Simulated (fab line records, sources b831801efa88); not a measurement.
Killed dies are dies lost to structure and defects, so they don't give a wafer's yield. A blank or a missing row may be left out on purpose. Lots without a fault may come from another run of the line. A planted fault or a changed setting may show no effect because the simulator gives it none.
Which tool did it? | flow gf180mcu | 12 lots, 35 wafers sampled, at 5 steps of a route of 602

WHAT THE GAUGES READ, wafer by wafer
GF_STI_THK_MEAS_02. Usual: STI_OXIDATION_THK 10.02 nm, standard deviation 0.19.
lot  | measured    | on            | STI_OXIDATION_THK (nm) | flag
L228 | day 1 11:31 | film_metro-03 | 9.61 9.60 9.64         |
L229 | day 1 16:31 | film_metro-02 | 10.07 10.14 10.18      |
L230 | day 1 22:06 | film_metro-02 | 10.13 10.23 10.14      |
L231 | day 2 02:31 | film_metro-03 | 9.65 9.89 9.87         |
L232 | day 2 08:49 | film_metro-04 | 10.08 10.02 10.09      |
L233 | day 2 12:31 | film_metro-02 | 10.02 10.14 10.09      |
L234 | day 2 17:56 | film_metro-04 | 10.10 9.99 10.06       |
L235 | day 2 22:42 | film_metro-02 | 10.14 9.99 10.03       |
L243 | day 4 15:11 | film_metro-03 | 10.06 9.85             |
L245 | day 5 00:31 | film_metro-04 | 10.05 10.15 10.23      |
L248 | day 5 16:32 | film_metro-02 | 10.31 10.34 10.41      |
L250 | day 6 01:34 | film_metro-03 | 9.81 9.63 9.80         |

GF_STI_THK_MEAS_22. Usual: STI_OXIDATION_01_THK 15.1 nm, standard deviation 0.37.
lot  | measured    | on            | STI_OXIDATION_01_THK (nm) | flag
L228 | day 2 03:25 | film_metro-03 | 16.1 16.4 16.0            |
L229 | day 2 09:11 | film_metro-04 | 14.6 14.8 14.8            |
L230 | day 2 15:01 | film_metro-04 | 15.0 14.9 15.0            |
L231 | day 2 19:02 | film_metro-02 | 15.1 15.0 14.9            |
L232 | day 3 01:00 | film_metro-02 | 15.5 15.9 15.5            |
L233 | day 3 04:38 | film_metro-02 | 15.2 15.1 15.1            |
L234 | day 3 10:14 | film_metro-04 | 14.6 14.7 14.4            |
L235 | day 3 15:23 | film_metro-02 | 15.5 15.7 15.3            |
L243 | day 5 10:28 | film_metro-02 | 15.1 15.5                 |
L245 | day 5 18:28 | film_metro-03 | 14.7 14.7 14.5            |
L248 | day 6 13:10 | film_metro-04 | 15.7 15.7 15.6            |
L250 | day 6 22:14 | film_metro-02 | 14.9 15.2 15.0            |

GF_VT_IMPLANT_RS_MEAS_49: measures by four-point-probe. Usual: MVPSD_RS 1168.8 ohm/sq, standard deviation 2.6.
lot  | measured     | on            | MVPSD_RS (ohm/sq)    | flag
L228 | day 7 12:42  | film_metro-01 | 1166.3 1167.1 1167.0 |
L229 | day 7 16:53  | film_metro-03 | 1166.3 1167.4 1167.2 |
L230 | day 8 02:49  | film_metro-01 | 1172.8 1167.7 1168.9 |
L231 | day 8 08:32  | film_metro-03 | 1166.1 1169.5 1167.2 |
L232 | day 8 15:15  | film_metro-03 | 1166.7 1170.0 1169.0 |
L233 | day 8 22:05  | film_metro-01 | 1170.3 1170.3 1172.2 |
L234 | day 9 03:34  | film_metro-01 | 1168.8 1167.5 1167.3 |
L235 | day 9 08:56  | film_metro-03 | 1171.9 1170.2 1172.5 |
L243 | day 11 19:59 | film_metro-04 | 1171.9 1178.8        |
L245 | day 12 09:09 | film_metro-03 | 1177.4 1167.8 1166.9 |
L248 | day 13 06:31 | film_metro-01 | 1165.7 1163.4 1164.4 |
L250 | day 13 21:30 | film_metro-04 | 1166.8 1166.9 1166.3 |

GF_V1_OVL_MEAS_15. Usual: V1_OVL 3 nm, standard deviation 5.6.
lot  | measured     | on         | V1_OVL (nm) | flag
L228 | day 17 22:02 | overlay-02 | 0 -7 3      |
L229 | day 18 03:49 | overlay-01 | 4 -5 3      |
L230 | day 18 20:56 | overlay-01 | -5 6 4      |
L231 | day 19 10:05 | overlay-02 | 10 10 9     |
L232 | day 19 15:23 | overlay-01 | 7 -6 3      |
L233 | day 20 00:23 | overlay-02 | -8 0 -2     |
L234 | day 20 11:38 | overlay-02 | -3 9 12     |
L235 | day 20 21:05 | overlay-01 | 3 1 3       |
L243 | day 23 20:11 | overlay-01 | 3 8         |
L245 | day 24 07:47 | overlay-02 | 4 2 12      |
L248 | day 25 07:40 | overlay-02 | 1 7 7       |
L250 | day 26 00:50 | overlay-01 | -10 -7 -6   |

WHICH TOOL RAN EACH LOT (tool, then ch and the chambers of the sampled wafers, then the start)
lot  | GF_MVPSD_IMPLANT_08
L228 | implanter-02 ch 0, day 4 23:19
L229 | implanter-02 ch 0, day 5 04:08
L230 | implanter-03 ch 0, day 5 13:01
L231 | implanter-01 ch 0, day 5 17:25
L232 | implanter-02 ch 0, day 5 23:35
L233 | implanter-01 ch 0, day 6 04:52
L234 | implanter-02 ch 0, day 6 10:22
L235 | implanter-02 ch 0, day 6 15:26
L243 | implanter-01 ch 0, day 8 20:28
L245 | implanter-01 ch 0, day 9 07:31
L248 | implanter-02 ch 0, day 10 02:31
L250 | implanter-03 ch 0, day 10 14:20
- GF_MVPSD_IMPLANT_08

WHAT THE TOOLS THEMSELVES READ (means of the sampled wafers that have a number; where no wafer has one, the mark that the record gives instead)
GF_MVPSD_IMPLANT_08. Usual: tilt_deg -0.001 degrees, standard deviation 0.018.
lot  | tool         | tilt_deg (degrees) | flag
L228 | implanter-02 | 0.012              |
L229 | implanter-02 | 0.001              |
L230 | implanter-03 | -0.013             |
L231 | implanter-01 | -0.011             |
L232 | implanter-02 | -0.005             |
L233 | implanter-01 | -0.019             |
L234 | implanter-02 | -0.009             |
L235 | implanter-02 | -0.019             |
L243 | implanter-01 | -0.030             |
L245 | implanter-01 | 0.012              |
L248 | implanter-02 | 0.012              |
L250 | implanter-03 | 0.001              |

THE ANSWER, worked out from the rows above alone
Rule: a lot is off if the mean of its wafers that have a number lies more than 3 standard deviations from the usual mean. A lot without any number at a reading at which 4 lots or more have one is off too. The other lots that the step has rows for count as sound. The gauges are gone through in route order, then the tools' own readings, and for those a lot's mean is taken as printed above. The first step at which some lot is off is used, and at that step the reading that is off furthest; a lot without a number counts as furthest.
No lot is off at any reading shown: from this, nothing can be told.

WHAT THE SIMULATOR HAD PUT IN
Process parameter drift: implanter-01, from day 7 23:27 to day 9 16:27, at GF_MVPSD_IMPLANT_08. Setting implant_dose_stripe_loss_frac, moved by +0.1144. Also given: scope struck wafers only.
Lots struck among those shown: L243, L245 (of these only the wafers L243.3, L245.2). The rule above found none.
